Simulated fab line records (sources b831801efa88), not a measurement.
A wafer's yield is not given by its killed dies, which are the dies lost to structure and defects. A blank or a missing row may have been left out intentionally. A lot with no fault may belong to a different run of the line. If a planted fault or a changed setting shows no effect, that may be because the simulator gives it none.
fab line records -- flow sky130
record lots=4, wafers=12, last-day=50
route steps=708 shown POLY_CUT@317 SD_P@320 RES_XHIGH@332 SD_N@342 PAD_OPEN@708
lots that met no fault: taken from a fault-free run of the same line
start-h: the number of hours between the record's first day and the start of the first shown wafer of the lot -- wait-h: hours elapsed since this lot's preceding step -- " as in the row above -- L1.1+2: a single row standing in for several wafers -- - no value, or no start given -- * or withheld: withheld -- < > ~ a bound
route shown NAME@n: NAME is a module with steps in the file, n the number in the route of the first one -- usual: mean/standard deviation taken from wafers without a fault -- same: alike in all rows -- chamber/n: place in a boat -- sites: readings site by site -- _std_site: standard deviation across them -- _edge_site: mean of outer sites minus mean of inner sites -- radius-mm: for every site, how far away it sits from the centre of the wafer -- mask NAME#n: copy n -- behind: tool/chamber where the wafer was last shaped -- hold: why the lot went on hold/how many hours it stayed there/how the hold came to an end -- device: the transistor (n, p or np) that didn't switch -- end of line: tests of these same wafers at the route's end -- for a step that has no rows: nothing shown but its recipe -- killed: not the wafer's yield, but the dies lost to structure and defects at the first sort -- map: shows each die of a wafer: x if killed, . if not, _ if none is there
set.NAME: the setting that was run; set.NAME@STEP: the one run at that earlier step -- model.NAME: the simulator's own value behind a step, which no gauge read
lots at selected steps of the route; one table per step, one row per wafer
services: from which hour (start-h, from the record's first day; less than 0 if before it) a tool's chamber was out of use, for how many hours, and why
## steps
# step SKY_POLY_CUT_ETCH_10
# recipe chemistry=N2/H2, target=BARC, ion-energy-ev=200, source-w=500, bias-w=100, pressure-mtorr=30, n2-flow-sccm=100, h2-flow-sccm=200, stop-on=SiO2, time-s=45.9, target-depth-a=600
# step SKY_POLY_CUT_ETCH_11
# recipe target=Si3N4, chemistry=CF4/CH2F2/Ar, stop-on=poly-Si, source-w=600, bias-w=150, pressure-mtorr=40, cf4-flow-sccm=40, ch2f2-flow-sccm=20, Ar_flow_sccm=150, time-s=42.5, target-depth-a=600
# step SKY_POLY_CUT_STRIP_12
# recipe chemistry=O2/N2, power-w=1400, pressure-mtorr=1500, platen-temp-c=withheld, o2-flow-sccm=3000, n2-flow-sccm=300, overash-fraction=0.5
# step SKY_SD_P_DEHYDRATE_00
# recipe temp-c=200, time-s=60
# step SKY_SD_P_HMDS_01
# recipe prime-time-s=60, prime-temp-c=120
# step SKY_SD_P_COAT_02
# recipe resist=NOVOLAK, spin-rpm=3000, resist-thk-nm=1140
# step SKY_SD_P_SOFTBAKE_03
# recipe temp-c=90, time-s=60, resist=NOVOLAK
# step SKY_SD_P_EXPOSE_04
# recipe mask-id=PSDM, na=0.6, source-shape=conventional, sigma-outer=0.6, polarization=unpolarized, target-cd-nm=380, dose-mj=138
# step SKY_SD_P_PEB_05
# recipe temp-c=withheld, time-s=*, resist=NOVOLAK
# step SKY_SD_P_DEVELOP_06
# recipe resist=NOVOLAK, developer=TMAH, develop-time-s=60, dev-temp-c=23
# step SKY_SD_P_IMPLANT_09
# recipe species=BF2, energy-kev=20, dose-cm2=3e+15, tilt-deg=0
# usual beam-energy-keV=19.999/0.0062, end-station-pressure-torr=1.3e-05/1.4e-06, faraday-current-uA=10950/1200
lot.wafer,tool,chamber,start-h,wait-h,beam-energy-keV,end-station-pressure-torr,faraday-current-uA,model.implant.rp-nm,model.implant.drp-nm
L866.2,implanter-04,0,674.08,0.0,19.989,1.16e-05,10130,17.19,9.746
L866.3,implanter-04,0,674.08,0.0,20.002,1.34e-05,10051,17.19,9.746
L866.5,implanter-04,0,674.08,0.0,20.002,1.23e-05,9503,17.19,9.746
L875.2,implanter-04,0,744.97,0.0,12.465,1.08e-05,9719,11.86,6.991
L875.3,implanter-04,0,744.97,0.0,12.469,1.16e-05,9982,11.86,6.991
L875.4,implanter-04,0,744.97,0.0,12.462,1.16e-05,10026,11.86,6.991
L877.3,implanter-04,0,753.15,0.1,12.465,1.25e-05,10000,12.13,6.991
L877.4,implanter-04,0,753.15,0.1,12.460,1.17e-05,9811,12.13,6.991
L877.6,implanter-04,0,753.15,0.1,12.470,1.24e-05,9728,12.13,6.991
L880.3,implanter-03,0,786.95,0.1,20.002,1.46e-05,12302,17.31,9.746
L880.5,implanter-03,0,786.95,0.1,20.002,1.51e-05,12582,17.31,9.746
L880.6,implanter-03,0,786.95,0.1,19.993,1.45e-05,12727,17.31,9.746
# step SKY_SD_P_STRIP_10
# recipe chemistry=O2/N2, power-w=1400, pressure-mtorr=1500, platen-temp-c=withheld, o2-flow-sccm=3000, n2-flow-sccm=300, overash-fraction=0.5
# usual drypump-motor-current-A=5.87/0.29, oes-product-au=0.617/0.0041, strip-time-to-endpoint-s=17.48/0.042
lot.wafer,tool,chamber,start-h,wait-h,drypump-motor-current-A,oes-product-au,rf-hours-counter-h,strip-time-to-endpoint-s
L866.2,plasma-asher-01,0,674.21,0.1,5.60,0.611,83,17.49
L866.3,plasma-asher-01,0,674.21,0.1,5.60,0.617,-,17.49
L866.5,plasma-asher-01,1,674.21,0.1,5.86,0.620,-,17.47
L875.2,plasma-asher-02,1,745.10,0.1,6.24,0.651,0,16.31
L875.3,plasma-asher-02,0,745.10,0.1,5.86,0.642,-,16.36
L875.4,plasma-asher-02,1,745.10,0.1,6.26,0.650,-,16.30
L877.3,plasma-asher-02,0,753.28,0.1,5.89,0.652,-,16.37
L877.4,plasma-asher-02,1,753.28,0.1,6.27,0.637,-,16.36
L877.6,plasma-asher-02,1,753.28,0.1,6.27,0.655,-,16.38
L880.3,plasma-asher-02,1,787.08,0.1,6.27,0.622,-,17.49
L880.5,plasma-asher-02,1,787.08,0.1,6.26,0.618,-,17.49
L880.6,plasma-asher-02,0,787.08,0.1,5.87,0.619,-,17.50
# step SKY_SD_P_TW_MEAS_11
# usual SD_P_TW=2839/22
lot.wafer,tool,chamber,start-h,wait-h,SD_P_TW
L866.2,film-metro-04,-,674.32,0.1,2817
L866.3,film-metro-04,-,674.32,0.1,2836
L866.5,film-metro-04,-,674.32,0.1,2835
L875.2,film-metro-03,-,745.21,0.1,2496
L875.3,film-metro-03,-,745.21,0.1,2479
L875.4,film-metro-03,-,745.21,0.1,2496
L877.3,film-metro-02,-,753.37,0.1,2534
L877.4,film-metro-02,-,753.37,0.1,2548
L877.6,film-metro-02,-,753.37,0.1,2541
L880.3,film-metro-03,-,787.17,0.1,2813
L880.5,film-metro-03,-,787.17,0.1,2803
L880.6,film-metro-03,-,787.17,0.1,2802
# step SKY_RES_XHIGH_DEHYDRATE_00
# recipe temp-c=200, time-s=60
# step SKY_RES_XHIGH_HMDS_01
# recipe prime-time-s=60, prime-temp-c=120
# step SKY_RES_XHIGH_COAT_02
# recipe resist=NOVOLAK, spin-rpm=3000, resist-thk-nm=1140
# step SKY_RES_XHIGH_SOFTBAKE_03
# recipe temp-c=90, time-s=60, resist=NOVOLAK
# step SKY_RES_XHIGH_EXPOSE_04
# recipe mask-id=URPM, na=0.6, source-shape=conventional, sigma-outer=0.6, polarization=unpolarized, target-cd-nm=1270, dose-mj=140
# step SKY_RES_XHIGH_PEB_05
# recipe temp-c=withheld, time-s=*, resist=NOVOLAK
# step SKY_RES_XHIGH_DEVELOP_06
# recipe resist=NOVOLAK, developer=TMAH, develop-time-s=60, dev-temp-c=23
# step SKY_RES_XHIGH_IMPLANT_07
# recipe species=BF2, energy-kev=20, dose-cm2=3.6e+14, tilt-deg=0
# step SKY_RES_XHIGH_STRIP_08
# recipe chemistry=O2/N2, power-w=1400, pressure-mtorr=1500, platen-temp-c=withheld, o2-flow-sccm=3000, n2-flow-sccm=300, overash-fraction=0.5
# step SKY_SD_N_DEHYDRATE_00
# recipe temp-c=200, time-s=60
# step SKY_SD_N_HMDS_01
# recipe prime-time-s=60, prime-temp-c=120
# step SKY_SD_N_COAT_02
# recipe resist=NOVOLAK, spin-rpm=3000, resist-thk-nm=1140
# step SKY_SD_N_SOFTBAKE_03
# recipe temp-c=90, time-s=60, resist=NOVOLAK
# step SKY_SD_N_EXPOSE_04
# recipe mask-id=NSDM, na=0.6, source-shape=conventional, sigma-outer=0.6, polarization=unpolarized, target-cd-nm=380, dose-mj=141
# step SKY_SD_N_PEB_05
# recipe temp-c=withheld, time-s=*, resist=NOVOLAK
# step SKY_SD_N_DEVELOP_06
# recipe resist=NOVOLAK, developer=TMAH, develop-time-s=60, dev-temp-c=23
# step SKY_SD_N_IMPLANT_09
# recipe species=As, energy-kev=50, dose-cm2=4e+15, tilt-deg=0
# step SKY_SD_N_IMPLANT_10
# recipe species=P, energy-kev=20, dose-cm2=1e+14, tilt-deg=0
# step SKY_SD_N_STRIP_11
# recipe chemistry=O2/N2, power-w=1400, pressure-mtorr=1500, platen-temp-c=withheld, o2-flow-sccm=3000, n2-flow-sccm=300, overash-fraction=0.5
# step SKY_SD_N_CLEAN_13
# recipe chemistry=SC1/SC2, mix=1:4:20, temp-c=70, time-s=150, dry=n2-spin
# step SKY_SD_N_RTA_14
# recipe temp-c=1075, time-s=2, idle-temp-c=650, ramp-up-c-per-s=150, ramp-down-c-per-s=90, ambient=N2
# step SKY_SD_N_RS_MEAS_17
# recipe thk-meas-gauge=four-point-probe
# usual SD_P_RS=147.0/0.46
lot.wafer,tool,chamber,start-h,wait-h,SD_P_RS[ohm/sq]
L866.2,film-metro-04,-,729.92,0.1,146.7
L866.3,film-metro-04,-,729.92,0.1,146.4
L866.5,film-metro-04,-,729.92,0.1,146.4
L875.2,film-metro-02,-,799.62,0.1,178.1
L875.3,film-metro-02,-,799.62,0.1,177.8
L875.4,film-metro-02,-,799.62,0.1,178.5
L877.3,film-metro-02,-,807.04,0.1,177.6
L877.4,film-metro-02,-,807.04,0.1,177.6
L877.6,film-metro-02,-,807.04,0.1,177.7
L880.3,film-metro-04,-,842.18,0.1,145.9
L880.5,film-metro-04,-,842.18,0.1,145.9
L880.6,film-metro-04,-,842.18,0.1,146.1
# step SKY_PAD_OPEN_PROBE_99
# usual killed_at_M0_to_M3=43/6.4, killed_at_M4_up=3.1/2, killed-at-contacts=24/5.2, killed-at-front-end=15/4.3, killed-at-other=0.2/0.48, killed-dies=85/9.7, killed-open=47/6.9, killed-short=38/6.7
# same gross-dies=492, killed-at-back-side=0
lot.wafer,tool,chamber,start-h,wait-h,killed_at_M0_to_M3,killed_at_M4_up,killed-at-contacts,killed-at-front-end,killed-at-other,killed-dies,killed-open,killed-short,model.etest.res-pdiff.line-ohm-um,model.etest.pfet_01v8.r-on-ohm-um,model.etest.pfet-g5v0d10v5.r-on-ohm-um,model.etest.res-pdiff-hv.rs-ohm-sq,model.etest.res-pdiff.rs-ohm-sq,model.etest.licon-pdiff.rc-ohm,model.etest.pfet_01v8.drive-ua-um,model.etest.pfet_01v8_hvt.drive-ua-um
L866.2,prober-02,-,1143.17,0.1,46,4,12,16,0,78,43,35,1394,2784,4864,194.5,198,597.1,203.1,152.1
L866.3,prober-02,-,1143.22,0.2,38,2,17,20,0,77,41,36,1387,2768,4797,192.9,198,584.9,201.8,152.4
L866.5,prober-02,-,1143.32,0.2,42,9,28,15,0,94,53,41,1374,2848,4886,193.6,198.1,575.3,196.7,148.5
L875.2,prober-02,-,1188.01,0.1,42,1,21,16,0,80,46,34,1604,3080,4865,245.8,237.2,651.4,179.3,132.6
L875.3,prober-02,-,1188.06,0.2,52,2,25,13,0,92,38,54,1606,3210,4992,248.5,234.4,636.7,171,125.5
L875.4,prober-02,-,1188.11,0.2,42,0,16,13,1,72,34,38,1644,3093,4863,243.7,237.6,599.8,180.5,133.1
L877.3,prober-02,-,1192.15,0.2,44,0,24,13,1,82,45,37,-,-,-,-,-,-,-,-
L877.4,prober-02,-,1192.20,0.2,37,6,15,12,0,70,39,31,-,-,-,-,-,-,-,-
L877.6,prober-02,-,1192.30,0.2,45,0,24,9,1,79,48,31,-,-,-,-,-,-,-,-
L880.3,prober-02,-,1211.66,0.2,35,2,26,15,0,78,46,32,1387,2812,4771,191.8,197.2,578.3,200.7,149.3
L880.5,prober-02,-,1211.76,0.2,39,3,27,14,0,83,47,36,1383,2776,4743,189.2,195.9,593,203.2,151.4
L880.6,prober-02,-,1211.81,0.2,37,1,18,17,0,73,45,28,1378,2790,4719,191.1,197.5,591.5,200,152
# killed by level:class
L866.2 VIA2:geometric-particle:open=11 VIA1:geometric-particle:open=10 VIA3:geometric-particle:open=9 FIELD_ISO:geometric-particle:open=5 POLY_GATE:geometric-particle:short=5 LOCAL_INTERCONNECT:geometric-particle:short=4 VIA1:geometric-particle:short=4 METAL4:geometric-particle:short=4
L866.3 VIA3:geometric-particle:open=8 FIELD_ISO:geometric-particle:open=7 VIA1:geometric-particle:open=7 METAL2:geometric-particle:short=6 LOCAL_INTERCONNECT:geometric-particle:short=5 CONTACT:geometric-particle:open=5 METAL1:geometric-particle:short=5 VIA2:geometric-particle:open=5
L866.5 VIA1:geometric-particle:open=11 CONTACT:geometric-particle:open=9 CONTACT:geometric-particle:short=6 LI_CONTACT:geometric-particle:open=6 VIA3:geometric-particle:open=6 VIA2:geometric-particle:open=5 METAL4:geometric-particle:short=5 FIELD_ISO:geometric-particle:open=4
L875.2 VIA1:geometric-particle:open=14 CONTACT:geometric-particle:short=8 CONTACT:geometric-particle:open=7 FIELD_ISO:geometric-particle:short=5 METAL2:geometric-particle:short=5 VIA3:geometric-particle:open=5 POLY_GATE:geometric-particle:open=4 VIA2:geometric-particle:open=4
L875.3 VIA1:geometric-particle:open=10 CONTACT:geometric-particle:short=9 VIA1:geometric-particle:short=8 CONTACT:geometric-particle:open=7 LOCAL_INTERCONNECT:geometric-particle:short=6 VIA3:geometric-particle:open=6 METAL3:geometric-particle:short=6 VIA2:geometric-particle:open=5
L875.4 VIA1:geometric-particle:short=11 VIA1:geometric-particle:open=10 CONTACT:geometric-particle:open=7 FIELD_ISO:geometric-particle:short=5 POLY_GATE:geometric-particle:short=5 VIA2:geometric-particle:open=5 LI_CONTACT:geometric-particle:open=4 METAL2:geometric-particle:short=4
L877.3 VIA1:geometric-particle:open=11 CONTACT:geometric-particle:open=10 CONTACT:geometric-particle:short=8 VIA2:geometric-particle:open=8 VIA1:geometric-particle:short=6 METAL2:geometric-particle:short=6 VIA3:geometric-particle:open=6 POLY_GATE:geometric-particle:short=3
L877.4 VIA1:geometric-particle:open=12 LI_CONTACT:geometric-particle:open=6 METAL2:geometric-particle:short=5 VIA3:geometric-particle:open=5 LOCAL_INTERCONNECT:geometric-particle:short=4 METAL1:geometric-particle:short=4 METAL4:geometric-particle:short=4 FIELD_ISO:geometric-particle:open=3
L877.6 VIA3:geometric-particle:open=14 VIA1:geometric-particle:open=12 CONTACT:geometric-particle:open=10 LI_CONTACT:geometric-particle:open=5 CONTACT:geometric-particle:short=4 VIA1:geometric-particle:short=4 METAL2:geometric-particle:short=4 FIELD_ISO:geometric-particle:short=3
L880.3 LI_CONTACT:geometric-particle:open=9 VIA1:geometric-particle:open=8 CONTACT:geometric-particle:open=7 FIELD_ISO:geometric-particle:open=6 FIELD_ISO:geometric-particle:short=5 CONTACT:geometric-particle:short=5 METAL1:geometric-particle:open=4 VIA2:geometric-particle:open=4
L880.5 VIA2:geometric-particle:open=13 VIA1:geometric-particle:open=10 LI_CONTACT:geometric-particle:open=7 CONTACT:geometric-particle:open=6 LOCAL_INTERCONNECT:geometric-particle:short=5 CONTACT:geometric-particle:short=5 VIA1:geometric-particle:short=5 LI_CONTACT:geometric-particle:short=4
L880.6 VIA1:geometric-particle:open=12 CONTACT:geometric-particle:open=10 VIA3:geometric-particle:open=6 FIELD_ISO:geometric-particle:open=5 VIA2:geometric-particle:open=5 FIELD_ISO:geometric-particle:short=4 LOCAL_INTERCONNECT:geometric-particle:short=4 METAL3:geometric-particle:short=3
## services
tool,chamber,start-h,hours,kind
plasma-asher-01,-,679.84,7.2,repair
implanter-03,-,690.73,2.4,repair
implanter-03,-,700.16,2.0,repair
implanter-04,-,719.30,4.2,pm
plasma-asher-02,-,730.24,5.4,repair
plasma-asher-02,-,735.64,9.0,pm
plasma-asher-02,0,735.64,9.0,vent-cycle
plasma-asher-02,1,735.64,9.0,vent-cycle
implanter-03,-,739.18,3.3,repair
implanter-03,-,739.68,1.6,repair
plasma-asher-02,0,744.64,-,clean
plasma-asher-02,1,744.64,-,clean
implanter-03,-,784.16,0.7,repair
## key
first-sign step=SKY_SD_P_IMPLANT_09, reading=beam-energy-keV, direction=down, sigmas=99+, usual=*, struck=*
effect step=SKY_SD_P_STRIP_10, reading=strip-time-to-endpoint-s, direction=down, sigmas=27, usual=*, struck=*
effect step=SKY_SD_P_TW_MEAS_11, reading=SD_P_TW, direction=down, sigmas=14, usual=2839, struck=2516
effect step=SKY_SD_N_RS_MEAS_17, reading=SD_P_RS, direction=up, sigmas=67, usual=147.0, struck=177.9
model-effect step=SKY_SD_P_IMPLANT_09, value=implant.rp-nm, without=17.33, struck=11.99
model-effect step=SKY_PAD_OPEN_PROBE_99, value=etest.res-pdiff.line-ohm-um, without=1366, struck=1618
met-at SKY_SD_P_IMPLANT_09
struck-wafers L875.2,L875.3,L875.4,L877.3,L877.4,L877.6
tester-left-out L875,L877
onset-between 674.08 744.97
fault kind=process-parameter-drift, tool=implanter-04, chamber=-, onset-h=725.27, steps=SKY_SD_P_IMPLANT_09, channel=energy-kev, offset=*, shape=step, end-h=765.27, acts-in=*, stated=*
# tester-left-out: of these lots the tester's yield and bins aren't shown, on N5 and GAA mostly nor the transistor test; their killed dies are dies lost to structure and defects alone, not to doping, threshold or leakage, so they don't give the yield
